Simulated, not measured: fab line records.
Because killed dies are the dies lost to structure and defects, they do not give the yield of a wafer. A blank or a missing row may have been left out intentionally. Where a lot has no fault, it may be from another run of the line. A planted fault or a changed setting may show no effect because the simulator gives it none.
Which tool is to blame?	flow sky130	Sampling: 11 lots, 33 wafers, 3 of 708 route steps

== WHAT THE GAUGES SHOWED, per wafer ==
SKY_METAL2_OVL_MEAS_16.
lot	measured	on	METAL2_OVL (nm)
L826	day 37 06:32	overlay-01	-12 -8 -7
L829	day 37 15:30	overlay-01	-1 -7 -1
L831	day 38 02:38	overlay-01	3 6 9
L832	day 38 12:02	overlay-02	-4 3 -7
L833	day 39 01:44	overlay-01	-5 -6 -13
L835	day 39 13:02	overlay-01	-2 -2 -4
L836	day 39 18:28	overlay-02	-3 -1 -4
L837	day 40 03:49	overlay-02	-14 0 -6
L841	day 41 09:32	overlay-01	3 1 4
L843	day 41 22:16	overlay-01	-2 -5 -6
L844	day 41 23:57	overlay-02	11 8 7

SKY_VIA2_BOW_MEAS_03.
lot	measured	on	VIA2_BOW (um)
L826	day 37 07:50	film_metro-04	86 89 82
L829	day 37 16:59	film_metro-03	77 88 68
L831	day 38 03:59	film_metro-01	84 88 97
L832	day 38 13:20	film_metro-01	96 76 77
L833	day 39 03:04	film_metro-01	95 92 87
L835	day 39 14:26	film_metro-01	85 97 93
L836	day 39 19:50	film_metro-04	85 91 84
L837	day 40 05:08	film_metro-04	75 81 87
L841	day 41 10:53	film_metro-04	91 82 83
L843	day 41 23:37	film_metro-03	82 78 95
L844	day 42 01:22	film_metro-04	81 89 85

== WHICH TOOL RAN EACH LOT (tool, then ch and the chambers of the sampled wafers, then the start) ==
lot	SKY_METAL2_METAL_ETCH_19
L826	rie_metal-03 ch 1, day 37 06:40
L829	rie_metal-01 ch 1, day 37 15:43
L831	rie_metal-01 ch 0,1, day 38 02:46
L832	rie_metal-01 ch 0,1, day 38 12:10
L833	rie_metal-03 ch 0, day 39 01:52
L835	rie_metal-04 ch 0,1, day 39 13:10
L836	rie_metal-01 ch 0,1, day 39 18:35
L837	rie_metal-03 ch 0,1, day 40 03:56
L841	rie_metal-04 ch 0,1, day 41 09:40
L843	rie_metal-04 ch 0,1, day 41 22:25
L844	rie_metal-01 ch 0,1, day 42 00:06
- SKY_METAL2_METAL_ETCH_19: etches the open film in Cl2/BCl3, stops on SiO2, target depth 360 nm, time 78 s.

== WHAT THE TOOLS THEMSELVES READ (means of the sampled wafers that have a number; where no wafer has one, the mark that the record gives instead) ==
SKY_METAL2_METAL_ETCH_19.
lot	tool	chamber_pressure_mTorr (mTorr)	drypump_motor_current_A (A)	oes_product_au (a.u.)	throttle_valve_pct (%)
L826	rie_metal-03	10.004	5.4	0.858	22.269
L829	rie_metal-01	10.003	5.7	0.858	22.268
L831	rie_metal-01	10.013	5.7	0.857	22.259
L832	rie_metal-01	10.004	5.7	0.855	22.261
L833	rie_metal-03	9.993	6.2	0.857	22.274
L835	rie_metal-04	9.989	5.9	0.853	22.264
L836	rie_metal-01	10.011	5.7	0.852	22.258
L837	rie_metal-03	10.005	5.7	0.852	22.264
L841	rie_metal-04	10.010	5.6	0.858	22.260
L843	rie_metal-04	10.009	5.9	0.853	22.271
L844	rie_metal-01	9.999	5.7	0.856	22.271

== THE ANSWER, worked out from the rows above alone ==
Rule: the usual values come from the lots themselves. The widest of any qualifying gaps counts: lots, ordered by their means at a reading, are off when they make up no more than a third of the lots, leave a main group of 4 or more, and stand apart from it by 3 or more times the standard deviation of that group's means. A main group is skipped when, at the precision printed for the reading in the tables above, its means are all equal. A lot without any number at a reading at which 4 lots or more have one is off too. Any other lot the step has rows for is counted as sound. The gauges are gone through in route order, then the tools' own readings, and for those a lot's mean is taken as printed above. At the first step where some lot is off, the reading lying furthest off is the one used; lots without a number count as furthest.
No lot is off on any of the readings shown, so nothing can be concluded from this.

== WHAT WAS PUT IN BY THE SIMULATOR ==
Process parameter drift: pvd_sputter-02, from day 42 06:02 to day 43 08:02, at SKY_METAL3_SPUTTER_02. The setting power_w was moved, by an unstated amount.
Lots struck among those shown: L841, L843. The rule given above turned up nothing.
